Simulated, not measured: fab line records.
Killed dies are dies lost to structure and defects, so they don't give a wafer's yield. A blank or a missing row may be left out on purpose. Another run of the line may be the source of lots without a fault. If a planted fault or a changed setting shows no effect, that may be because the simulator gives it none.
A struck lot beside a sound one -- flow sfq-line -- 14 steps out of a route of 325
Sound: wafers L171.1, L171.5, L171.6. Wafers L179.1, L179.2, L179.5 were the ones struck. The cause is given at the end.
For every step that has rows: the tool of each side, followed by ch and its chambers, followed by its first start. Under that, the readings that differ: sound wafers -- struck wafers -- difference of the means -- sigmas: that difference in standard deviations of wafers without a fault.
alike: words and numbers the same on both sides, and readings whose means are apart by under 2 such deviations; not compared: readings that were withheld, readings missing a value for some wafer, numbers with overlapping values and no deviation given by the record, and bounds like >300 which may hide the same value.
The two part at a step that has a row with sigmas, a row that says differs or no value, or rows on one side only. When numbers do not overlap yet have no deviation, they are printed without sigmas and do not part them. Lack of a reading on every wafer of one side parts them only where that side has two or more wafers.

first, 6 steps without rows for these wafers: SFQ_TRILAYER_M4_LITHO_COAT_098 (resist thk 62 nm); SFQ_TRILAYER_M4_LITHO_COAT_093 (resist thk 600 nm); SFQ_TRILAYER_M4_LITHO_SOFTBAKE_097; SFQ_TRILAYER_M4_LITHO_EXPOSE_094 (exposes mask M4, target cd 500 nm); SFQ_TRILAYER_M4_LITHO_PEB_096 (peb time 60 s); SFQ_TRILAYER_M4_LITHO_DEVELOP_095 (time 60 s).
SFQ_M4_OVL_MEAS_926:
  struck on overlay-02, day 46 00:59; sound on overlay-01, day 39 21:10
  alike: M4_OVL
SFQ_TRILAYER_M4_BARC_OPEN_METAL_ETCH_123: etches BARC in O2, target depth 125 nm, time 41.7 s.
  sound on rie-metal-03 ch 0,1, day 39 21:12; struck on rie-metal-03 ch 0,1, day 46 01:01
reading,sound,struck,difference,sigmas
oes-product-au (a.u.),0.692 0.695 0.684,0.675 0.682 0.686,-0.009,-2
  alike: chamber-pressure-mTorr, drypump-motor-current-A, he-backside-leak-sccm
  not compared: rf-hours-counter-h
SFQ_TRILAYER_M4_ETCH_METAL_ETCH_096: etches Nb in Cl2/Ar, stops on SiO2, target depth 240 nm, time 120 s.
  sound on rie-metal-03 ch 0,1, day 39 21:16; struck on rie-metal-03 ch 0,1, day 46 01:05
  alike: chamber-pressure-mTorr, drypump-motor-current-A, he-backside-leak-sccm, oes-product-au
  not compared: rf-hours-counter-h
SFQ_TRILAYER_M4_STRIP_STRIP_097: strips in O2.
  sound on rie-metal-03 ch 0,1, day 39 21:23; struck on rie-metal-03 ch 0,1, day 46 01:12
  alike: chamber-pressure-mTorr, drypump-motor-current-A, he-backside-leak-sccm, oes-product-au, platen-temp-c
  not compared: rf-hours-counter-h
then, 1 step without rows for these wafers: SFQ_TRILAYER_M4_STRIP_SOLV_CLEAN_098 (cleans in NMP, time 600 s).
SFQ_TRILAYER_I4_DEP_PECVD_099: deposits SiO2 from SiH4/N2O, time 111.11 s, target thk 500 nm.
  sound on pecvd-01 ch 0,1,2, day 39 22:10; struck on pecvd-03 ch 0,1,2, day 46 02:00
  alike: chamber-pressure-Torr, heater-power-w, throttle-valve-pct
SFQ_TRILAYER_I4_CMP_CMP_100: polishes SiO2.
  sound on cmp-01 ch 0,2,3, day 39 23:44; struck on cmp-01 ch 0,1,3, day 46 09:19
reading,sound,struck,difference,sigmas
time-to-endpoint-s (s),208 204 211,109 115 115,-95,-10
  alike: motor-current-A
SFQ_I4_BOW_MEAS_927:
  struck on film-metro-01, day 46 12:33; sound on film-metro-02, day 40 01:14
  alike: I4_BOW

## WHERE THEY PART
Earliest at SFQ_TRILAYER_M4_BARC_OPEN_METAL_ETCH_123; latest, in this record, at SFQ_TRILAYER_I4_CMP_CMP_100. Later steps at which nothing parts them and some readings are alike: SFQ_I4_BOW_MEAS_927.

WHY: what the simulator had put in
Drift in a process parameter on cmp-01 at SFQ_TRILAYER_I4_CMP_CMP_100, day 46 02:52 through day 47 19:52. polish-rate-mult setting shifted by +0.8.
